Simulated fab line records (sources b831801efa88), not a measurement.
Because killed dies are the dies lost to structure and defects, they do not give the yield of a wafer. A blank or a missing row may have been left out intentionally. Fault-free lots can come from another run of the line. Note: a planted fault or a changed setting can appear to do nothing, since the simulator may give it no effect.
Struck lot and sound lot, side by side / flow gf180mcu / 37 steps out of a route of 602
Sound: the wafers L884.1, L884.2, L884.3. Struck: wafer L881.2. The cause is given at the end.
For every step that has rows: the tool of each side, followed by ch and its chambers, followed by its first start. Under that, the readings that differ: sound wafers / struck wafers / difference of the means / sigmas: that difference in standard deviations of wafers without a fault.
alike: words and numbers the same on both sides, and readings whose means are apart by under 2 such deviations; not compared: readings that were withheld, readings missing a value for some wafer, numbers with overlapping values and no deviation given by the record, and bounds like >300 which may hide the same value.
A row with sigmas, a row that says differs or no value, or rows on one side alone: a step with any of these is where the two part. Non-overlapping numbers with no deviation appear without sigmas and do not part them. A reading that every wafer of one side lacks parts them only if that side has two wafers or more.

first, 2 steps without rows for these wafers: GF_M4_PEB_12 (peb time 90 s); GF_M4_DEVELOP_13 (develop time 60 s).
GF_M4_CD_MEAS_14 targets a cd of 280 nm.
  sound: cdSem-02 at day 28 07:10; struck: cdSem-02 at day 27 13:35
reading=cdNm (nm); sound=281.3 280.6 280.2; struck=277.2; difference=-3.5; sigmas=-3
GF_M4_OVL_MEAS_15:
  sound: overlay-01 at day 28 07:17; struck: overlay-02 at day 27 13:42
reading=M4_OVL (nm); sound=10 14 9; struck=-7; difference=-18; sigmas=-3
then, 5 steps without rows for these wafers: GF_M4_METAL_ETCH_16 (etches the open film in Cl2/BCl3, stops on SiO2, target depth 750.8 nm, time 125.1 s); GF_M4_STRIP_17 (strips in O2/N2); GF_M4_STRIP_18 (strips in post etch residue remover, time 1200 s); GF_M4_CLEAN_19 (cleans in DIW); GF_V4_CVD_00 (deposits SiO2, target thk 600 nm, time 100 s).
GF_V4_THK_MEAS_01:
  sound: filmMetro-02 at day 28 08:03; struck: filmMetro-04 at day 27 14:29
  alike: V4_CVD_00_THK
GF_V4_CVD_02: deposits SiO2 from TEOS, target thk 850 nm, time 94.851 s.
  sound on pecvd-01 ch 0,1,2, day 28 08:07; struck on pecvd-01 ch 2, day 27 14:32
  alike: heaterPowerW
GF_V4_THK_MEAS_03:
  sound: filmMetro-03 at day 28 08:11; struck: filmMetro-03 at day 27 14:36
  alike: V4_CVD_02_THK
GF_V4_CMP_04: polishes SiO2.
  sound on cmp-01 ch 0,1,2, day 28 08:54; struck on cmp-02 ch 1, day 27 14:42
reading=timeToEndpointS (s); sound=77 77 74; struck=19; difference=-57; sigmas=-10
reading=model.SiO2_of_V4_CVD_02.thkNm (nm); sound=633.5 633.2 632.8; struck=790.4; difference=+157.2; sigmas=
  alike: headPressurePsi, motorCurrentA
GF_V4_BOW_MEAS_05:
  sound: filmMetro-03 at day 28 09:09; struck: filmMetro-04 at day 27 14:58
  alike: V4_BOW
then, 8 steps without rows for these wafers: GF_V4_DEHYDRATE_06 (time 60 s); GF_V4_HMDS_07 (prime time 60 s); GF_V4_COAT_08; GF_V4_COAT_09 (resist thk 1000 nm); GF_V4_SOFTBAKE_10 (time 60 s); GF_V4_EXPOSE_11 (exposes mask Via4, target cd 260 nm); GF_V4_PEB_12 (peb time 90 s); GF_V4_DEVELOP_13 (develop time 60 s).
GF_V4_CD_MEAS_14 targets a cd of 260 nm.
  sound: cdSem-01 at day 29 04:34; struck: cdSem-02 at day 28 10:47
  alike: cdNm
GF_V4_OVL_MEAS_15:
  sound: overlay-02 at day 29 04:41; struck: overlay-02 at day 28 10:54
  alike: V4_OVL
then, 1 step without rows for these wafers: GF_V4_ETCH_16 (etches BARC in N2/H2).
GF_V4_ETCH_17: etches SiO2 in C4F8/O2/Ar, stops on TiN, target depth 630 nm.
  sound on rieDiel-01 ch 0,1,3; struck on rieDiel-03 ch 0
reading=oesProductAu (a.u.); sound=0.855 0.855 0.848; struck=0.982; difference=+0.129; sigmas=+27
reading=model.etch.depthNm (nm); sound=633.5 633.2 632.8; struck=790.4; difference=+157.2; sigmas=
reading=model.V4.featureDepthNm (nm); sound=633.5 633.2 632.8; struck=790.4; difference=+157.2; sigmas=
GF_V4_STRIP_18: strips in O2/N2.
  sound on plasmaAsher-02 ch 0,1, day 29 04:51; struck on plasmaAsher-04 ch 0, day 28 11:04
  alike: drypumpMotorCurrentA, heaterPowerW, oesProductAu
  not compared: rfHoursCounterH
then, 2 steps without rows for these wafers: GF_V4_STRIP_19 (strips in post etch residue remover, time 1200 s); GF_V4_CLEAN_20 (cleans in DIW).
GF_V4_SPUTTER_21: material Ti, target thk 15 nm, time 80.02 s.
  sound: pvdSputter-02 at day 29 05:23; struck: pvdSputter-01 at day 28 11:35
  alike: throttleValvePct
GF_V4_SPUTTER_22: material TiN, target thk 10 nm, time 40 s.
  sound: pvdSputter-02 at day 29 05:26; struck: pvdSputter-01 at day 28 11:39
  alike: throttleValvePct
GF_V4_CVD_23: deposits W, target thk 350 nm, time 104.9 s.
  sound on cvdW-02 ch 0,1, day 29 05:29; struck on cvdW-02 ch 0, day 28 11:41
  alike: heaterPowerW
GF_V4_RS_MEAS_24: a four-point-probe measurement.
  sound: filmMetro-04 at day 29 05:35; struck: filmMetro-04 at day 28 11:49
reading=V4_W_RS (ohm/sq); sound=0.329 0.335 0.334; struck=0.322; difference=-0.011; sigmas=-3
GF_V4_THK_MEAS_25: measures by xrf.
  sound: filmMetro-04 at day 29 05:43; struck: filmMetro-04 at day 28 11:56
reading=V4_W_THK (nm); sound=345 338 340; struck=359; difference=+18; sigmas=+4
GF_V4_CMP_26: polishes, stops on SiO2, t overpolish 15 s, target thk 0 nm.
  sound on cmp-01 ch 1,2,3, day 29 05:49; struck on cmp-01 ch 0, day 28 12:05
reading=headPressurePsi (psi); sound=3.504 3.521 3.512; struck=3.495; difference=-0.017; sigmas=-2
reading=model.SiO2_of_V4_CVD_02.thkNm (nm); sound=629.7 629.4 629; struck=786.6; difference=+157.2; sigmas=
  alike: motorCurrentA
then, 1 step without rows for these wafers: GF_MIM_SPUTTER_00 (material Ti, target thk 37.5 nm, time 150 s).
-- the record jumps here: 4 days lie between the struck wafers' starts before and after (it left off in module MIM and takes up again in module PASSIVATION, whose first step shown is number 602 of the route) --
GF_PASSIVATION_PROBE_99:
  the record has rows for the struck wafers here (prober-02, day 32 14:12) and none for the sound ones

## WHERE THEY PART
Last at GF_PASSIVATION_PROBE_99 as far as this record goes, first at GF_M4_CD_MEAS_14.

WHY: the cause the simulator had injected
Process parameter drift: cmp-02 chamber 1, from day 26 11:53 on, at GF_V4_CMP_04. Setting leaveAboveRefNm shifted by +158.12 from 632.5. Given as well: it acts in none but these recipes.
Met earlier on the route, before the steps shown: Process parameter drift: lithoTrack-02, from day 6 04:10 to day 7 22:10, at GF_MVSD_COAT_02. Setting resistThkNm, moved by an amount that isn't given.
